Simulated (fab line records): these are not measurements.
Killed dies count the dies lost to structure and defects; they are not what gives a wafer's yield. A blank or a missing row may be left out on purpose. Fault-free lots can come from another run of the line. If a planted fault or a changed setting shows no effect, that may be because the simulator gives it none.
A struck lot beside a sound one / flow sky130 / 28 steps out of a route of 708
Sound: the wafers L884.1, L884.2, L884.5. Wafers struck: L898.1, L898.3, L898.4. Last of all comes the cause.
Per side, at each step with rows, come the tool, then ch with its chambers, and then its first start. Under that, the readings that differ: sound wafers / struck wafers / difference of the means / sigmas: that difference in standard deviations of wafers without a fault.
alike: readings whose means differ by less than 2 such deviations, and words and numbers that are the same on both sides. not compared: withheld readings, readings that some wafer has no value for, bounds like >300 that may hide the same value, and numbers for which the record gives no deviation and whose values overlap.
A row with sigmas, a row that says differs or no value, or rows on one side alone: a step with any of these is where the two part. Numbers that have no deviation but don't overlap get no sigmas and don't part them. A reading that every wafer of one side lacks parts them only if that side has two wafers or more.

SKY_SD_P_OVL_MEAS_08:
  struck on overlay-02, day 31 17:07; sound on overlay-01, day 27 02:17
  alike: SD_P_OVL
following that, these wafers have no rows for 1 step: SKY_SD_P_IMPLANT_09.
SKY_SD_P_STRIP_10: strips in O2/N2.
  sound on plasma asher-04 ch 0,1, day 27 02:29; struck on plasma asher-04 ch 0,1, day 31 17:18
  alike: chamber pressure mTorr, drypump motor current A, oes product au, strip time to endpoint s
  not compared: rf hours counter h
SKY_SD_P_TW_MEAS_11:
  struck on film metro-03, day 31 17:24; sound on film metro-03, day 27 02:35
  alike: SD_P_TW
then, 8 steps without rows for these wafers: SKY_RES_XHIGH_DEHYDRATE_00 (time 60 s); SKY_RES_XHIGH_HMDS_01 (prime time 60 s); SKY_RES_XHIGH_COAT_02 (resist thk 1140 nm); SKY_RES_XHIGH_SOFTBAKE_03 (time 60 s); SKY_RES_XHIGH_EXPOSE_04 (exposes mask URPM, target cd 1270 nm); SKY_RES_XHIGH_PEB_05; SKY_RES_XHIGH_DEVELOP_06 (develop time 60 s); SKY_RES_XHIGH_IMPLANT_07.
SKY_RES_XHIGH_STRIP_08: strips in O2/N2.
  sound on plasma asher-02 ch 0,1, day 28 06:46; struck on plasma asher-04 ch 0,1, day 32 21:02
  no value came back on the struck wafers for chamber pressure mTorr (mTorr), drypump motor current A (A), oes product au (a.u.), strip time to endpoint s (s); on the sound wafers chamber pressure mTorr (mTorr) reads 1498.3 1499.4 1501.7
reading=model.NOVOLAK_of_RES_XHIGH_COAT_02.thk nm (nm); sound=0 0 0; struck=1138 1141 1138; difference=+1139; sigmas=
  not compared: rf hours counter h
SKY_RES_XHIGH_TW_MEAS_09:
  struck on film metro-03, day 32 21:08; sound on film metro-03, day 28 06:52
  alike: RES_XHIGH_TW
then, 7 steps without rows for these wafers: SKY_SD_N_DEHYDRATE_00 (time 60 s); SKY_SD_N_HMDS_01 (prime time 60 s); SKY_SD_N_COAT_02 (resist thk 1140 nm); SKY_SD_N_SOFTBAKE_03 (time 60 s); SKY_SD_N_EXPOSE_04 (exposes mask NSDM, target cd 380 nm); SKY_SD_N_PEB_05; SKY_SD_N_DEVELOP_06 (develop time 60 s).
SKY_SD_N_CD_MEAS_07: target cd 380 nm.
  struck on cd sem-02, day 33 23:50; sound on cd sem-02, day 29 11:14
reading=cd nm (nm); sound=373.4 373.6 376.4; struck=381.4 379.8 380.0; difference=+5.9; sigmas=+2
SKY_SD_N_OVL_MEAS_08:
  struck on overlay-01, day 33 23:58; sound on overlay-01, day 29 11:21
  alike: SD_N_OVL
then, 2 steps without rows for these wafers: SKY_SD_N_IMPLANT_09; SKY_SD_N_IMPLANT_10.
SKY_SD_N_STRIP_11: strips in O2/N2.
  sound on plasma asher-03 ch 0,1, day 29 11:41; struck on plasma asher-03 ch 0,1, day 34 00:17
reading=oes product au (a.u.); sound=0.523 0.519 0.532; struck=0.617 0.609 0.615; difference=+0.089; sigmas=+19
reading=strip time to endpoint s (s); sound=22.61 22.65 22.58; struck=39.41 39.52 39.46; difference=+16.85; sigmas=+99 or more
  alike: chamber pressure mTorr, drypump motor current A
  not compared: rf hours counter h
SKY_SD_N_TW_MEAS_12:
  struck on film metro-04, day 34 00:23; sound on film metro-04, day 29 11:47
reading=SD_N_TW; sound=3922 3908 3943; struck=30 30 30; difference=-3894; sigmas=-99 or more
then, 1 step without rows for these wafers: SKY_SD_N_CLEAN_13 (cleans in SC1/SC2, time 150 s).

## WHERE THEY PART
Earliest at SKY_RES_XHIGH_STRIP_08; latest, in this record, at SKY_SD_N_TW_MEAS_12.

WHY: what had been put in by the simulator
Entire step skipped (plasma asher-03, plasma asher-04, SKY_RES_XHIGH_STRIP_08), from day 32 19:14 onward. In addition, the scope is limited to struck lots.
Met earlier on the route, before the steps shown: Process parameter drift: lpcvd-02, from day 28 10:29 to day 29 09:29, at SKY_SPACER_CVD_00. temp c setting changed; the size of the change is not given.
